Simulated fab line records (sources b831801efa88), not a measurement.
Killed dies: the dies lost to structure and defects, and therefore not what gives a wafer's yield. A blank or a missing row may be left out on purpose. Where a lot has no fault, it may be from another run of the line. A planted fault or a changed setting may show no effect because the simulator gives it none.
Comparing a struck lot with a sound one :: flow sky130 :: 15 steps out of a route of 708
Sound: the wafers L383.1, L383.5, L383.6. The struck wafers were L399.2, L399.3, L399.6. Last of all comes the cause.
Each step with rows lists, per side, the tool, then ch with its chambers, then its first start. Under that, the readings that differ: sound wafers :: struck wafers :: difference of the means :: sigmas: that difference in standard deviations of wafers without a fault.
alike: words and numbers the same on both sides, and readings whose means are apart by under 2 such deviations; not compared: readings that were withheld, readings missing a value for some wafer, numbers with overlapping values and no deviation given by the record, and bounds like >300 which may hide the same value.
A row with sigmas, a row that says differs or no value, or rows on one side alone: a step with any of these is where the two part. Non-overlapping numbers with no deviation appear without sigmas and do not part them. Lack of a reading on every wafer of one side parts them only where that side has two or more wafers.

SKY_FIELD_ISO_BOW_MEAS_00:
  sound on film_metro-01, day 1 15:00; struck on film_metro-03, day 4 23:01
  alike: INCOMING_BOW
then, 1 step without rows for these wafers: SKY_FIELD_ISO_OXIDATION_01 (stabilise 600 s, purge 300 s, target thk 12 nm).
SKY_FIELD_ISO_THK_MEAS_02:
  sound on film_metro-02, day 1 18:49; struck on film_metro-01, day 5 00:42
  alike: FIELD_ISO_OXIDATION_00_THK
then, 1 step without rows for these wafers: SKY_FIELD_ISO_CVD_03 (deposits Si3N4 from DCS/NH3, target thk 165 nm, time 2830 s).
SKY_FIELD_ISO_THK_MEAS_04:
  sound on film_metro-03, day 1 20:40; struck on film_metro-03, day 5 03:42
  alike: FIELD_ISO_CVD_03_THK
then, 7 steps without rows for these wafers: SKY_FIELD_ISO_DEHYDRATE_05 (time 60 s); SKY_FIELD_ISO_HMDS_06 (prime time 60 s); SKY_FIELD_ISO_COAT_07 (resist thk 60 nm); SKY_FIELD_ISO_COAT_08 (resist thk 450 nm); SKY_FIELD_ISO_SOFTBAKE_09 (time 90 s); SKY_FIELD_ISO_EXPOSE_10 (exposes mask FOM, target cd 150 nm); SKY_FIELD_ISO_PEB_11.
SKY_FIELD_ISO_DEVELOP_12: develop time 60 s.
  sound on litho_track-01 ch 0, day 2 11:00; struck on litho_track-02 ch 0, day 5 21:00
reading: developer_temp_C (C)
sound: 20.84 20.91 20.77
struck: 20.12 20.31 20.10
difference: -0.66
sigmas: -7
SKY_FIELD_ISO_CD_MEAS_13: the cd target is 150 nm.
  sound on cd_sem-01, day 2 11:59; struck on cd_sem-01, day 5 21:42
reading: cd_nm (nm)
sound: 148.8 148.2 149.3
struck: 153.3 151.2 152.4
difference: +3.5
sigmas: +2
-- record jumps: 44 days separate the struck wafers' starts on either side; left off in module FIELD_ISO, taken up again in module PAD_OPEN, whose first shown step is the route's number 708 --
SKY_PAD_OPEN_PROBE_99:
  sound on prober-02, day 46 04:08; struck on prober-02, day 49 18:59
  alike: killed_at_M0_to_M3, killed_at_M4_up, killed_at_contacts, killed_at_front_end, killed_at_other, killed_dies, killed_on_rim, killed_open, killed_short

== WHERE THEY PART ==
Earliest at SKY_FIELD_ISO_DEVELOP_12; latest, in this record, at SKY_FIELD_ISO_CD_MEAS_13. Later steps at which nothing parts them and some readings are alike: SKY_PAD_OPEN_PROBE_99.

WHY: the cause the simulator had injected
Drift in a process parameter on litho_track-02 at SKY_FIELD_ISO_DEVELOP_12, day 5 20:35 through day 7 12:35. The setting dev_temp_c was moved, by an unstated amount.
